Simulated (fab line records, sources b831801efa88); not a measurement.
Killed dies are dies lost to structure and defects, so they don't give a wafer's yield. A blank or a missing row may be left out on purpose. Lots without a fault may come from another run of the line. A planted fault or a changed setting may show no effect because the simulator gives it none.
fab line records | flow gf180mcu
record lots=23 wafers=69 last_day=34
route steps=602 shown MVSD@76 VT_IMPLANT@121 HV_LDD@195
lots that met no fault: from a run of the same line without faults
start_h: hours from the record's first day to the start of the lot's first wafer shown | wait_h: hours since the lot's step before | " the same as in the row above | L1.1+2: a row that stands for several wafers | - no value, or no start given | * or withheld: withheld | < > ~ a bound
route shown NAME@n: a module of which the file shows steps, and the number in the route of the first | usual: mean/standard deviation of fault-free wafers | same: alike in all rows | chamber/n: place in a boat | sites: the reading at each site | _std_site: their standard deviation | _edge_site: outer sites' mean less inner sites' | radius_mm: how far each site lies from the wafer's centre | mask NAME#n: copy n | behind: the tool/chamber that last shaped the wafer | hold: why the lot was held/for how many hours/how that ended | device: the transistor (n, p or np) that didn't switch | end of line: the same wafers' tests at the end of the route | a step without rows: its recipe alone | killed: dies lost to structure and defects at the first sort, not the wafer's yield | map: a wafer's dies, x killed, . not, _ none there
set.NAME: the setting as run; set.NAME@STEP: as run at that earlier step | model.NAME: the simulator's own value behind a step, which no gauge read
steps of the route over a sample of lots; a table a step, a row a wafer
services: from which hour (start_h, from the record's first day; less than 0 if before it) a tool's chamber was out of use, for how many hours, and why
## steps
# step GF_MVSD_STRIP_10
# recipe chemistry=O2/N2 power_w=1400 pressure_mtorr=1500 platen_temp_c=250 o2_flow_sccm=3000 n2_flow_sccm=300 overash_fraction=0.5
# usual drypump_motor_current_A=5.7/0.62 heater_power_w=330/33 o2_flow_sccm=3000/9.4 oes_product_au=0.723/0.0047 platen_temp_c=250.00/0.17 strip_time_to_endpoint_s=36.97/0.1
# same overash_fraction=0.5
# columns lot.wafer tool chamber start_h wait_h drypump_motor_current_A heater_power_w o2_flow_sccm oes_product_au platen_temp_c rf_hours_counter_h strip_time_to_endpoint_s
L074.4 plasma_asher-03 1 81.98 0.1 6.2 333 2991 0.724 250.05 - 36.89
L074.5 " 1 " " 6.2 353 2989 0.725 250.20 - 37.02
L074.6 " 0 " " 5.1 278 2995 0.726 249.97 - 36.90
L075.2 plasma_asher-01 0 92.01 0.1 4.9 364 3015 0.723 250.06 29 36.84
L075.3 " 1 " " 5.8 332 3002 0.725 250.16 - 36.71
L075.6 " 1 " " 5.8 331 2987 0.725 249.89 - 36.73
L076.1 plasma_asher-01 1 94.53 0.1 5.8 332 2999 0.725 250.19 29 36.92
L076.4 " 0 " " 4.9 369 3007 0.716 249.91 - 37.03
L076.5 " 0 " " 4.8 367 3012 0.725 249.87 - 37.05
L077.1 plasma_asher-03 1 98.73 0.1 6.2 346 3002 0.730 249.98 46 37.01
L077.3 " 0 " " 5.2 289 3007 0.734 250.22 - 36.97
L077.4 " 1 " " 6.2 345 2996 0.728 250.16 - 36.91
L078.2 plasma_asher-04 1 103.69 0.1 5.4 360 3018 0.727 249.99 47 37.02
L078.3 " 0 " " 6.7 283 3001 0.723 249.91 - 36.87
L078.5 " 1 " " 5.4 363 2998 0.729 249.95 - 36.87
L079.1 plasma_asher-01 0 111.98 0.1 4.9 362 2997 0.721 250.04 31 37.01
L079.2 " 1 " " 5.8 335 2991 0.723 250.15 31 37.11
L079.3 " 1 " " 5.8 323 2984 0.723 249.78 - 37.10
L080.1 plasma_asher-03 0 116.83 0.1 5.1 282 3001 0.727 250.03 47 37.04
L080.2 " 1 " " 6.2 352 3007 0.722 249.79 47 37.17
L080.3 " 0 " " 5.1 281 2994 0.721 250.09 - 37.07
L081.1 plasma_asher-04 1 121.38 0.1 5.4 361 2982 0.721 249.91 49 37.08
L081.2 " 0 " " 6.7 284 3012 0.719 249.98 49 36.97
L081.4 " 1 " " 5.4 361 3000 0.721 249.56 - 36.94
L082.1 plasma_asher-03 0 127.79 0.1 5.1 286 3005 0.723 250.14 49 37.11
L082.3 " 1 " " 6.2 347 2987 0.726 250.11 - 36.98
L082.6 " 0 " " 5.1 290 3000 0.720 249.99 - 36.93
L083.2 plasma_asher-01 1 135.91 0.1 5.8 326 2997 0.718 250.30 34 36.95
L083.5 " 1 " " 5.8 335 3012 0.730 250.13 - 36.99
L083.6 " 0 " " 4.9 365 3003 0.728 249.95 - 36.98
L084.2 plasma_asher-03 0 141.66 0.1 5.1 291 3005 0.717 249.94 50 37.05
L084.4 " 1 " " 6.2 351 3002 0.720 250.05 - 37.08
L084.6 " 1 " " 6.2 336 3007 0.721 249.93 - 37.00
L085.1 plasma_asher-01 0 147.23 0.1 4.9 372 2985 0.720 249.99 35 37.16
L085.4 " 1 " " 5.8 329 2995 0.727 250.09 - 37.03
L085.6 " 0 " " 4.9 363 3003 0.727 249.91 - 37.07
L086.1 plasma_asher-01 1 150.86 0.1 5.8 331 2987 0.722 249.95 35 37.03
L086.2 " 0 " " 4.8 367 3001 0.722 250.04 35 37.03
L086.3 " 1 " " 5.8 321 2997 0.716 250.25 - 36.95
L087.1 plasma_asher-04 0 164.06 0.1 6.7 290 3013 0.717 250.25 53 37.01
L087.4 " 0 " " 6.7 284 2991 0.723 250.10 - 37.09
L087.5 " 0 " " 6.7 286 2995 0.721 250.26 - 37.06
L088.1 plasma_asher-04 0 167.54 0.1 6.6 295 2996 0.721 250.30 53 36.86
L088.3 " 1 " " 5.4 359 2988 0.727 250.04 - 36.90
L088.4 " 0 " " 6.7 286 3010 0.721 249.91 - 36.85
L089.2 plasma_asher-01 1 171.96 0.1 5.8 334 2990 0.719 250.04 37 36.93
L089.4 " 0 " " 4.9 361 3002 0.725 250.12 - 36.88
L089.5 " 1 " " 5.8 334 3007 0.731 250.01 - 37.05
L090.2 plasma_asher-03 0 177.43 0.1 5.2 286 2993 0.720 249.58 54 37.00
L090.3 " 1 " " 6.2 351 3005 0.732 250.09 - 37.01
L090.4 " 0 " " 5.2 282 3009 0.719 249.92 - 37.10
L091.3 plasma_asher-04 0 182.62 0.1 6.7 281 3000 0.721 250.11 - 37.03
L091.4 " 1 " " 5.4 363 3005 0.716 250.25 - 36.90
L091.5 " 1 " " 5.4 359 3002 0.723 249.94 - 37.04
L092.2 plasma_asher-04 0 194.16 0.1 6.7 291 3001 0.720 249.90 56 37.03
L092.3 " 0 " " 6.7 294 3001 0.723 249.89 - 37.01
L092.4 " 1 " " 5.4 364 3000 0.719 249.71 - 36.92
L093.1 plasma_asher-01 1 194.29 0.1 5.8 325 3003 0.722 249.95 40 37.10
L093.3 " 1 " " 5.8 333 3005 0.734 249.81 - 36.94
L093.5 " 0 " " 4.9 357 2982 0.721 250.16 - 37.09
L094.1 plasma_asher-04 1 204.19 0.1 5.4 355 3010 0.718 250.15 57 37.05
L094.4 " 1 " " 5.4 364 3007 0.713 250.09 - 37.00
L094.5 " 0 " " 6.7 292 2998 0.712 249.84 - 36.94
L095.4 plasma_asher-03 1 206.97 0.1 6.2 352 2988 0.721 250.12 - 36.70
L095.5 " 1 " " 6.2 348 2989 0.721 249.90 - 36.76
L095.6 " 0 " " 5.1 284 3004 0.723 249.79 - 36.85
L096.4 plasma_asher-03 1 209.96 0.1 6.1 357 3003 0.725 249.73 - 36.88
L096.5 " 1 " " 6.2 350 2993 0.722 250.26 - 36.85
L096.6 " 0 " " 5.1 276 3008 0.732 249.84 - 37.04
# step GF_VT_IMPLANT_STRIP_31
# recipe chemistry=O2/N2 power_w=1400 pressure_mtorr=1500 platen_temp_c=250 o2_flow_sccm=3000 n2_flow_sccm=300 overash_fraction=0.5
# usual drypump_motor_current_A=5.9/0.57 heater_power_w=325/33 o2_flow_sccm=3001/8.4 oes_product_au=0.716/0.0052 platen_temp_c=250.03/0.18 strip_time_to_endpoint_s=12.741/0.029
# same overash_fraction=0.5
# columns lot.wafer tool chamber start_h wait_h drypump_motor_current_A heater_power_w o2_flow_sccm oes_product_au platen_temp_c rf_hours_counter_h strip_time_to_endpoint_s
L074.4 plasma_asher-03 1 138.72 0.1 6.2 360 2994 0.714 249.96 - 12.721
L074.5 " 1 " " 6.2 349 3007 0.713 250.22 - 12.670
L074.6 " 0 " " 5.2 285 2999 0.714 250.08 - 12.716
L075.2 plasma_asher-03 1 150.07 0.1 6.1 348 3005 0.711 249.99 51 12.803
L075.3 " 0 " " 5.1 289 3007 0.720 249.85 - 12.743
L075.6 " 1 " " 6.2 354 3001 0.709 250.16 - 12.757
L076.1 plasma_asher-04 0 153.82 0.1 6.7 290 2985 0.710 250.13 52 12.808
L076.4 " 1 " " 5.3 358 3012 0.710 249.78 - 12.810
L076.5 " 0 " " 6.7 290 3001 0.716 250.14 - 12.795
L077.1 plasma_asher-02 1 157.79 0.1 5.9 325 2998 0.711 250.12 4 12.775
L077.3 " 0 " " 6.2 361 3011 0.712 250.13 - 12.753
L077.4 " 1 " " 5.9 319 2989 0.716 249.76 - 12.753
L078.2 plasma_asher-03 0 163.42 0.1 5.2 293 3004 0.714 249.90 52 12.682
L078.3 " 0 " " 5.1 284 3006 0.714 250.20 - 12.698
L078.5 " 1 " " 6.2 346 2983 0.717 249.62 - 12.705
L079.1 plasma_asher-03 0 173.38 0.1 5.2 289 2989 0.721 250.01 54 12.753
L079.2 " 1 " " 6.2 346 2999 0.711 249.72 54 12.706
L079.3 " 1 " " 6.2 341 3005 0.720 249.94 - 12.714
L080.1 plasma_asher-04 1 178.88 0.1 5.4 363 3003 0.713 249.94 54 12.747
L080.2 " 0 " " 6.6 290 2996 0.712 250.14 54 12.751
L080.3 " 0 " " 6.7 293 2994 0.718 249.87 - 12.737
L081.1 plasma_asher-04 1 183.83 0.1 5.4 352 3010 0.715 249.81 55 12.722
L081.2 " 0 " " 6.7 299 3005 0.715 249.81 55 12.711
L081.4 " 0 " " 6.7 287 3006 0.712 249.88 - 12.715
L082.1 plasma_asher-04 1 190.43 0.1 5.4 366 3015 0.710 250.17 56 12.758
L082.3 " 1 " " 5.4 355 3007 0.713 250.03 - 12.778
L082.6 " 1 " " 5.4 355 2999 0.714 250.16 - 12.755
L083.2 plasma_asher-03 1 200.69 0.1 6.2 353 2998 0.715 249.88 56 12.736
L083.5 " 1 " " 6.2 359 2987 0.725 249.96 - 12.766
L083.6 " 0 " " 5.1 285 2994 0.709 250.29 - 12.741
L084.2 plasma_asher-04 0 207.02 0.1 6.7 285 3010 0.721 249.87 57 12.708
L084.4 " 1 " " 5.4 367 2988 0.713 249.71 - 12.744
L084.6 " 1 " " 5.4 361 3002 0.714 249.98 - 12.752
L085.1 plasma_asher-03 1 213.58 0.1 6.2 361 2990 0.724 250.07 58 12.760
L085.4 " 0 " " 5.1 281 2996 0.717 250.19 - 12.790
L085.6 " 1 " " 6.2 354 2992 0.721 249.88 - 12.755
L086.1 plasma_asher-03 1 217.23 0.1 6.2 356 3013 0.724 250.12 58 12.759
L086.2 " 0 " " 5.1 280 3006 0.712 250.61 58 12.742
L086.3 " 1 " " 6.2 352 3019 0.721 249.95 - 12.752
L087.1 plasma_asher-04 0 232.52 0.1 6.7 287 3004 0.712 250.26 60 12.744
L087.4 " 0 " " 6.6 286 3001 0.713 250.00 - 12.726
L087.5 " 1 " " 5.4 358 3001 0.712 249.94 - 12.759
L088.1 plasma_asher-03 0 237.44 0.1 5.1 288 2994 0.714 249.94 61 12.727
L088.3 " 0 " " 5.2 288 2999 0.713 249.78 - 12.732
L088.4 " 1 " " 6.2 355 3009 0.715 250.11 - 12.727
L089.2 plasma_asher-04 1 242.24 0.1 5.4 363 2990 0.718 249.92 61 12.782
L089.4 " 1 " " 5.4 353 2990 0.703 250.21 - 12.767
L089.5 " 0 " " 6.7 287 3011 0.718 249.97 - 12.744
L090.2 plasma_asher-02 0 248.93 0.1 6.1 360 2999 0.713 249.73 14 12.739
L090.3 " 0 " " 6.2 360 3005 0.707 250.16 - 12.749
L090.4 " 1 " " 5.9 320 3002 0.705 249.95 - 12.691
L091.3 plasma_asher-04 0 253.76 0.1 6.7 293 3003 0.712 250.24 - 12.715
L091.4 " 1 " " 5.4 351 3001 0.708 250.00 - 12.739
L091.5 " 0 " " 6.7 290 2993 0.716 249.93 - 12.700
L092.2 plasma_asher-02 0 266.83 0.1 6.2 359 3000 0.717 249.97 16 12.731
L092.3 " 1 " " 5.9 317 3002 0.715 250.19 - 12.737
L092.4 " 0 " " 6.2 356 3001 0.715 249.56 - 12.747
L093.1 plasma_asher-02 1 267.48 0.1 5.9 321 2996 0.716 250.33 16 12.791
L093.3 " 0 " " 6.2 353 2994 0.722 249.96 - 12.796
L093.5 " 1 " " 5.9 321 3012 0.717 250.19 - 12.738
L094.1 plasma_asher-04 1 278.52 0.1 5.4 356 3011 0.706 249.84 64 12.737
L094.4 " 0 " " 6.7 286 2997 0.714 250.29 - 12.733
L094.5 " 0 " " 6.7 285 3003 0.723 250.29 - 12.778
L095.4 plasma_asher-03 0 281.87 0.1 5.1 276 3002 0.714 249.83 - 12.750
L095.5 " 0 " " 5.1 284 2999 0.718 250.10 - 12.687
L095.6 " 1 " " 6.2 350 2998 0.721 250.16 - 12.722
L096.4 plasma_asher-04 0 284.86 0.1 6.7 289 2998 0.718 250.05 - 12.721
L096.5 " 1 " " 5.4 357 3011 0.718 250.26 - 12.704
L096.6 " 0 " " 6.7 285 3012 0.720 250.19 - 12.760
# step GF_HV_LDD_CD_MEAS_19
# recipe target_cd_nm=400
# usual cd_nm=400.3/2.2
# columns lot.wafer tool chamber start_h wait_h cd_nm
L074.4 cd_sem-02 - 229.71 0.1 397.4
L074.5 " - " " 398.8
L074.6 " - " " 397.7
L075.2 cd_sem-02 - 243.69 0.1 400.2
L075.3 " - " " 402.0
L075.6 " - " " 400.4
L076.1 cd_sem-02 - 248.59 0.1 397.4
L076.4 " - " " 396.0
L076.5 " - " " 398.4
L077.1 cd_sem-01 - 252.05 0.1 402.8
L077.3 " - " " 402.9
L077.4 " - " " 404.0
L078.2 cd_sem-01 - 259.14 0.1 400.2
L078.3 " - " " 400.6
L078.5 " - " " 401.5
L079.1 cd_sem-02 - 273.87 0.1 403.2
L079.2 " - " " 402.2
L079.3 " - " " 403.5
L080.1 cd_sem-01 - 276.95 0.1 400.1
L080.2 " - " " 397.8
L080.3 " - " " 400.4
L081.1 cd_sem-01 - 283.89 0.1 398.7
L081.2 " - " " 397.5
L081.4 " - " " 396.7
L082.1 cd_sem-02 - 292.40 0.1 402.1
L082.3 " - " " 403.9
L082.6 " - " " 400.6
L083.2 cd_sem-01 - 302.01 0.1 400.4
L083.5 " - " " 401.6
L083.6 " - " " 400.3
L084.2 cd_sem-02 - 310.11 0.1 403.7
L084.4 " - " " 401.8
L084.6 " - " " 402.7
L085.1 cd_sem-01 - 319.00 0.1 399.2
L085.4 " - " " 400.4
L085.6 " - " " 399.1
L086.1 cd_sem-01 - 321.60 0.1 400.2
L086.2 " - " " 400.8
L086.3 " - " " 400.5
L087.1 cd_sem-01 - 337.95 0.1 402.1
L087.4 " - " " 401.9
L087.5 " - " " 402.8
L088.1 cd_sem-02 - 347.22 0.1 401.0
L088.3 " - " " 402.9
L088.4 " - " " 402.8
L089.2 cd_sem-01 - 351.92 0.1 403.7
L089.4 " - " " 403.8
L089.5 " - " " 402.6
L090.2 cd_sem-01 - 358.89 0.1 399.6
L090.3 " - " " 400.4
L090.4 " - " " 401.3
L091.3 cd_sem-01 - 365.67 0.1 401.3
L091.4 " - " " 399.4
L091.5 " - " " 401.8
L092.2 cd_sem-02 - 379.70 0.1 402.5
L092.3 " - " " 401.0
L092.4 " - " " 401.5
L093.1 cd_sem-01 - 383.88 0.1 399.4
L093.3 " - " " 400.2
L093.5 " - " " 399.4
L094.1 cd_sem-02 - 393.98 0.1 396.9
L094.4 " - " " 397.5
L094.5 " - " " 397.5
L095.4 cd_sem-01 - 399.44 0.1 401.6
L095.5 " - " " 400.0
L095.6 " - " " 402.5
L096.4 cd_sem-02 - 400.78 0.1 396.7
L096.5 " - " " 398.4
L096.6 " - " " 398.1
# step GF_HV_LDD_OVL_MEAS_47
# usual HV_LDD_03_OVL=0.6/1.9
# columns lot.wafer tool chamber start_h wait_h HV_LDD_03_OVL[nm]
L074.4 overlay-02 - 267.25 0.1 -0.8
L074.5 " - " " -1.0
L074.6 " - " " -2.1
L075.2 overlay-02 - 281.48 0.1 1.5
L075.3 " - " " 3.0
L075.6 " - " " 3.7
L076.1 overlay-02 - 288.01 0.1 -0.4
L076.4 " - " " 1.5
L076.5 " - " " 0.8
L077.1 overlay-01 - 292.25 0.1 0.3
L077.3 " - " " 0.7
L077.4 " - " " 0.0
L078.2 overlay-02 - 298.46 0.1 -2.4
L078.3 " - " " -0.3
L078.5 " - " " -2.2
L079.1 overlay-01 - 315.21 0.1 1.0
L079.2 " - " " 0.4
L079.3 " - " " 2.6
L080.1 overlay-02 - 317.58 0.1 -0.4
L080.2 " - " " -0.4
L080.3 " - " " -0.9
L081.1 overlay-02 - 325.89 0.1 1.4
L081.2 " - " " 1.6
L081.4 " - " " 1.4
L082.1 overlay-01 - 334.84 0.1 1.7
L082.3 " - " " 0.9
L082.6 " - " " 2.3
L083.2 overlay-02 - 344.51 0.1 0.3
L083.5 " - " " 0.5
L083.6 " - " " 3.2
L084.2 overlay-02 - 353.71 0.1 -0.2
L084.4 " - " " 0.5
L084.6 " - " " 0.6
L085.1 overlay-02 - 363.14 0.1 -0.6
L085.4 " - " " 1.2
L085.6 " - " " -0.1
L086.1 overlay-02 - 366.05 0.1 2.1
L086.2 " - " " 1.6
L086.3 " - " " 2.5
L087.1 overlay-01 - 383.32 0.1 2.1
L087.4 " - " " 1.7
L087.5 " - " " 1.6
L088.1 overlay-01 - 392.94 0.1 0.5
L088.3 " - " " 2.0
L088.4 " - " " 1.1
L089.2 overlay-02 - 397.50 0.1 1.6
L089.4 " - " " 2.8
L089.5 " - " " 1.8
L090.2 overlay-02 - 405.71 0.1 -2.6
L090.3 " - " " -2.6
L090.4 " - " " -0.5
L091.3 overlay-01 - 413.02 0.1 2.4
L091.4 " - " " 1.8
L091.5 " - " " 1.0
L092.2 overlay-01 - 427.21 0.1 -0.7
L092.3 " - " " 0.5
L092.4 " - " " -0.8
L093.1 overlay-02 - 431.45 0.1 0.7
L093.3 " - " " 0.6
L093.5 " - " " 0.9
L094.1 overlay-01 - 442.69 0.1 0.2
L094.4 " - " " -0.1
L094.5 " - " " -0.5
L095.4 overlay-01 - 447.76 0.1 3.1
L095.5 " - " " 4.4
L095.6 " - " " 4.0
L096.4 overlay-01 - 449.61 0.1 3.0
L096.5 " - " " 2.4
L096.6 " - " " 2.9
# step GF_HV_LDD_STRIP_49
# recipe chemistry=O2/N2 power_w=1400 pressure_mtorr=1500 platen_temp_c=250 o2_flow_sccm=3000 n2_flow_sccm=300 overash_fraction=0.5
# usual drypump_motor_current_A=5.8/0.47 heater_power_w=334/26 o2_flow_sccm=3000/9.6 oes_product_au=0.716/0.0043 platen_temp_c=249.96/0.19 strip_time_to_endpoint_s=12.49/0.035
# same overash_fraction=0.5
# columns lot.wafer tool chamber start_h wait_h drypump_motor_current_A heater_power_w o2_flow_sccm oes_product_au platen_temp_c rf_hours_counter_h strip_time_to_endpoint_s
L074.4 plasma_asher-03 0 267.45 0.1 5.2 284 3013 0.711 249.91 - 12.53
L074.5 " 0 " " 5.1 283 3000 0.715 249.96 - 12.48
L074.6 " 1 " " 6.2 350 3024 0.722 250.11 - 12.53
L075.2 plasma_asher-02 1 281.66 0.1 5.9 322 2991 0.723 250.00 17 12.47
L075.3 " 1 " " 5.9 328 2999 0.720 249.95 - 12.49
L075.6 " 1 " " 5.9 321 3004 0.716 249.78 - 12.45
L076.1 plasma_asher-02 0 288.19 0.1 6.2 357 2995 0.713 250.22 18 12.47
L076.4 " 0 " " 6.2 347 2986 0.717 250.29 - 12.44
L076.5 " 0 " " 6.2 354 3002 0.715 250.10 - 12.41
L077.1 plasma_asher-03 0 292.43 0.1 5.1 285 3008 0.713 249.98 66 12.42
L077.3 " 0 " " 5.2 283 3022 0.716 249.89 - 12.45
L077.4 " 1 " " 6.2 351 3000 0.713 250.28 - 12.47
L078.2 plasma_asher-02 1 298.64 0.1 5.9 317 3000 0.705 249.75 19 12.52
L078.3 " 1 " " 5.9 309 3003 0.716 249.64 - 12.50
L078.5 " 0 " " 6.1 350 2997 0.712 249.86 - 12.53
L079.1 plasma_asher-02 0 315.39 0.1 6.2 355 2990 0.716 249.89 21 12.50
L079.2 " 1 " " 5.9 317 2990 0.717 250.29 21 12.52
L079.3 " 1 " " 5.9 327 2971 0.719 250.09 - 12.55
L080.1 plasma_asher-03 1 317.77 0.1 6.2 350 2995 0.715 249.65 69 12.53
L080.2 " 0 " " 5.1 283 2992 0.714 250.04 69 12.50
L080.3 " 1 " " 6.2 350 2976 0.719 249.94 - 12.49
L081.1 plasma_asher-01 0 326.08 0.1 4.8 357 2983 0.718 250.10 52 12.46
L081.2 " 1 " " 5.8 345 2992 0.715 249.74 52 12.45
L081.4 " 1 " " 5.8 334 2997 0.714 249.94 - 12.47
L082.1 plasma_asher-02 0 335.03 0.1 6.2 361 2999 0.721 249.86 23 12.53
L082.3 " 1 " " 5.9 320 3004 0.720 249.86 - 12.54
L082.6 " 1 " " 5.9 327 3009 0.715 249.89 - 12.57
L083.2 plasma_asher-02 1 344.69 0.1 5.9 332 3010 0.713 250.32 24 12.50
L083.5 " 1 " " 5.9 320 3011 0.714 249.92 - 12.52
L083.6 " 0 " " 6.2 356 2990 0.707 249.91 - 12.53
L084.2 plasma_asher-01 0 353.89 0.1 4.9 368 2997 0.718 250.12 55 12.49
L084.4 " 1 " " 5.8 335 3006 0.716 250.00 - 12.53
L084.6 " 0 " " 4.9 363 3006 0.712 250.18 - 12.51
L085.1 plasma_asher-03 1 363.33 0.1 6.1 355 3002 0.720 249.99 73 12.47
L085.4 " 0 " " 5.2 282 3000 0.721 250.07 - 12.44
L085.6 " 0 " " 5.2 280 2998 0.722 250.02 - 12.45
L086.1 plasma_asher-03 0 366.24 0.1 5.2 289 2999 0.715 249.68 74 12.53
L086.2 " 1 " " 6.2 352 3004 0.712 249.80 74 12.52
L086.3 " 0 " " 5.2 287 2997 0.716 250.09 - 12.49
L087.1 plasma_asher-03 0 383.51 0.1 5.1 291 3011 0.715 249.99 76 12.50
L087.4 " 1 " " 6.2 356 3014 0.710 249.82 - 12.46
L087.5 " 1 " " 6.2 346 3008 0.715 249.63 - 12.50
L088.1 plasma_asher-01 0 393.13 0.1 4.9 363 3000 0.718 250.06 60 12.49
L088.3 " 1 " " 5.8 334 3011 0.717 249.91 - 12.51
L088.4 " 0 " " 4.8 357 3004 0.725 250.02 - 12.46
L089.2 plasma_asher-03 0 397.68 0.1 5.1 284 3005 0.721 250.06 78 12.49
L089.4 " 1 " " 6.2 358 3005 0.728 250.26 - 12.51
L089.5 " 1 " " 6.2 359 3001 0.722 250.02 - 12.50
L090.2 plasma_asher-02 1 405.89 0.1 5.9 332 2996 0.705 249.75 30 12.55
L090.3 " 1 " " 5.8 321 3008 0.710 249.74 - 12.52
L090.4 " 0 " " 6.2 362 3006 0.717 249.79 - 12.51
L091.3 plasma_asher-02 1 413.22 0.1 5.9 324 2987 0.716 250.09 - 12.49
L091.4 " 0 " " 6.2 359 2994 0.722 250.25 - 12.48
L091.5 " 1 " " 5.9 322 2997 0.716 250.44 - 12.49
L092.2 plasma_asher-01 0 427.39 0.1 4.9 364 2998 0.712 249.90 63 12.47
L092.3 " 1 " " 5.8 337 3002 0.717 250.25 - 12.49
L092.4 " 0 " " 4.9 360 2985 0.718 250.19 - 12.48
L093.1 plasma_asher-01 1 431.64 0.1 5.8 332 2987 0.712 249.49 63 12.50
L093.3 " 0 " " 4.9 366 2996 0.723 249.72 - 12.51
L093.5 " 0 " " 4.9 363 3001 0.716 249.71 - 12.44
L094.1 plasma_asher-03 0 442.87 0.1 5.2 287 3003 0.716 250.35 83 12.44
L094.4 " 1 " " 6.2 351 3011 0.715 249.96 - 12.49
L094.5 " 1 " " 6.2 357 3008 0.719 249.58 - 12.43
L095.4 plasma_asher-02 0 447.96 0.1 6.2 349 3002 0.710 250.05 - 12.50
L095.5 " 1 " " 5.9 319 3002 0.713 249.93 - 12.48
L095.6 " 0 " " 6.2 352 2994 0.720 250.10 - 12.48
L096.4 plasma_asher-02 1 449.81 0.1 5.9 328 2996 0.712 249.73 - 12.49
L096.5 " 0 " " 6.2 361 2994 0.717 249.85 - 12.49
L096.6 " 1 " " 5.9 318 2999 0.712 249.57 - 12.51
# step GF_HV_LDD_RTA_52
# recipe temp_c=1000 time_s=10 ambient=N2
# usual lamp_power_pct=29.7/2.5 wafer_temp_C_max=1003.7/1.3
# columns lot.wafer tool chamber start_h wait_h lamp_power_pct wafer_temp_C_max
L074.4 rtp_anneal-01 0 267.67 0.0 32.1 1003.1
L074.5 " 0 " " 32.2 1003.4
L074.6 " 0 " " 32.2 1003.0
L075.2 rtp_anneal-01 0 281.88 0.0 32.1 1002.4
L075.3 " 0 " " 32.1 1002.2
L075.6 " 0 " " 32.1 1001.6
L076.1 rtp_anneal-01 0 288.41 0.0 32.1 1003.1
L076.4 " 0 " " 32.1 1002.7
L076.5 " 0 " " 32.2 1002.6
L077.1 rtp_anneal-01 0 292.65 0.0 32.1 1002.2
L077.3 " 0 " " 32.2 1003.4
L077.4 " 0 " " 32.2 1001.8
L078.2 rtp_anneal-02 0 298.87 0.0 27.2 1005.5
L078.3 " 0 " " 27.2 1004.0
L078.5 " 0 " " 27.2 1004.6
L079.1 rtp_anneal-02 0 315.60 0.0 27.2 1005.3
L079.2 " 0 " " 27.2 1005.2
L079.3 " 0 " " 27.2 1003.9
L080.1 rtp_anneal-02 0 317.98 0.0 27.2 1004.7
L080.2 " 0 " " 27.2 1005.3
L080.3 " 0 " " 27.2 1003.8
L081.1 rtp_anneal-01 0 326.30 0.0 32.2 1002.3
L081.2 " 0 " " 32.2 1002.4
L081.4 " 0 " " 32.1 1002.7
L082.1 rtp_anneal-02 0 335.24 0.0 27.2 1005.1
L082.3 " 0 " " 27.2 1003.9
L082.6 " 0 " " 27.2 1005.4
L083.2 rtp_anneal-02 0 344.91 0.0 27.1 1004.4
L083.5 " 0 " " 27.2 1004.7
L083.6 " 0 " " 27.2 1003.7
L084.2 rtp_anneal-01 0 354.12 0.0 32.2 1001.9
L084.4 " 0 " " 32.1 1002.6
L084.6 " 0 " " 32.1 1002.9
L085.1 rtp_anneal-01 0 363.54 0.0 32.2 1003.9
L085.4 " 0 " " 32.1 1002.2
L085.6 " 0 " " 32.2 1002.8
L086.1 rtp_anneal-01 0 366.45 0.0 32.1 1002.1
L086.2 " 0 " " 32.1 1002.5
L086.3 " 0 " " 32.2 1002.7
L087.1 rtp_anneal-01 0 383.72 0.0 32.1 1004.5
L087.4 " 0 " " 32.1 1002.6
L087.5 " 0 " " 32.1 1003.4
L088.1 rtp_anneal-01 0 393.34 0.0 32.2 1003.0
L088.3 " 0 " " 32.2 1003.8
L088.4 " 0 " " 32.1 1002.3
L089.2 rtp_anneal-02 0 397.90 0.0 27.2 1004.1
L089.4 " 0 " " 27.2 1005.4
L089.5 " 0 " " 27.2 1004.0
L090.2 rtp_anneal-01 0 406.11 0.0 32.2 1003.0
L090.3 " 0 " " 32.1 1002.7
L090.4 " 0 " " 32.1 1003.3
L091.3 rtp_anneal-02 0 413.43 0.0 27.2 1005.4
L091.4 " 0 " " 27.2 1006.0
L091.5 " 0 " " 27.2 1005.5
L092.2 rtp_anneal-02 0 427.61 0.0 27.2 1004.6
L092.3 " 0 " " 27.2 1003.1
L092.4 " 0 " " 27.2 1003.3
L093.1 rtp_anneal-02 0 431.85 0.0 27.2 1003.9
L093.3 " 0 " " 27.3 1005.0
L093.5 " 0 " " 27.2 1008.2
L094.1 rtp_anneal-02 0 443.08 0.0 27.2 1004.8
L094.4 " 0 " " 27.2 1004.4
L094.5 " 0 " " 27.2 1006.4
L095.4 rtp_anneal-02 0 448.17 0.0 27.2 1005.9
L095.5 " 0 " " 27.2 1004.7
L095.6 " 0 " " 27.2 1005.0
L096.4 rtp_anneal-02 0 450.02 0.0 27.2 1004.5
L096.5 " 0 " " 27.2 1004.2
L096.6 " 0 " " 27.2 1004.2
## services
# columns tool chamber start_h hours kind
plasma_asher-03 - 66.24 0.5 repair
plasma_asher-03 - 71.56 2.6 repair
plasma_asher-02 - 108.75 9.0 pm
plasma_asher-02 0 108.75 9.0 vent_cycle
plasma_asher-04 - 117.81 0.3 repair
plasma_asher-02 - 127.30 0.8 repair
plasma_asher-03 - 157.40 2.8 pm
rtp_anneal-02 - 192.40 7.4 pm
plasma_asher-01 - 204.36 1.4 repair
plasma_asher-01 - 257.84 2.9 repair
plasma_asher-03 - 304.91 2.4 repair
plasma_asher-01 - 308.38 1.3 repair
plasma_asher-01 - 317.60 1.8 repair
plasma_asher-04 - 320.87 1.2 repair
plasma_asher-04 - 330.94 2.8 pm
plasma_asher-04 - 362.87 14.6 pm
plasma_asher-02 - 384.33 14.6 pm
plasma_asher-04 - 421.25 9.0 pm
plasma_asher-04 0 421.25 9.0 vent_cycle
plasma_asher-04 1 421.25 9.0 vent_cycle
plasma_asher-04 0 430.25 - clean
plasma_asher-04 1 430.25 - clean
rtp_anneal-01 - 431.78 21.8 pm
plasma_asher-01 - 447.86 2.8 pm
## key
fault none
